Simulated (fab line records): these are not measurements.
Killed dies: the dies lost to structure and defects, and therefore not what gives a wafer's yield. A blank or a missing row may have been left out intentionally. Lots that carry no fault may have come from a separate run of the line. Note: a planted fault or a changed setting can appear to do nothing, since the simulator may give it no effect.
Matching of chambers / flow sky130 / 3 sister chambers for SKY_CONTACT_CVD_00 on pecvd-03
The step deposits Si3N4, target thk 75 nm. 3 wafers are shown with their chamber, then 10 later ones without.

## EACH WAFER AND ITS CHAMBER
wafer=L085.4; chamber=1; heater-power-w (W)=914
wafer=L089.1; chamber=0; heater-power-w (W)=707
wafer=L089.3; chamber=2; heater-power-w (W)=921

## WAFERS WITH NO CHAMBER GIVEN
wafer=L089.6; heater-power-w (W)=702
wafer=L092.4; heater-power-w (W)=736
wafer=L092.5; heater-power-w (W)=970
wafer=L092.6; heater-power-w (W)=796
wafer=L094.3; heater-power-w (W)=842
wafer=L094.4; heater-power-w (W)=720
wafer=L094.5; heater-power-w (W)=716
wafer=L097.1; heater-power-w (W)=800
wafer=L097.3; heater-power-w (W)=795
wafer=L097.4; heater-power-w (W)=793

## CHAMBER TAKEN BY EACH
wafer=L089.6; from the rows above=0; in truth=0
wafer=L092.4; from the rows above=0; in truth=0
wafer=L092.5; from the rows above=can't be placed: 2 or 1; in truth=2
wafer=L092.6; from the rows above=can't be placed: 0 or 1 or 2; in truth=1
wafer=L094.3; from the rows above=can't be placed: 1 or 2 or 0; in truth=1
wafer=L094.4; from the rows above=0; in truth=0
wafer=L094.5; from the rows above=0; in truth=0
wafer=L097.1; from the rows above=can't be placed: 0 or 1 or 2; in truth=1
wafer=L097.3; from the rows above=can't be placed: 0 or 1 or 2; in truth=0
wafer=L097.4; from the rows above=can't be placed: 0 or 1 or 2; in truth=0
Correctly placed: 4 of 10. Not placeable from these rows: 6 (in 6, the candidates include the true chamber). 0 placed wrongly.
How it was worked out, from the rows above alone: a wafer's distance from a chamber is the root of the sum, over the readings, of the square of ((its reading less the chamber's mean) divided by the reading's scatter). The wafer belongs to the nearest chamber; if the next one is less than 2 further off, it can't be placed. For every chamber, the mean is computed from those of its wafers that are shown. The scatter: with one shown wafer a chamber, the root of the mean of the squares of how far each hidden wafer lies from its nearest shown one.
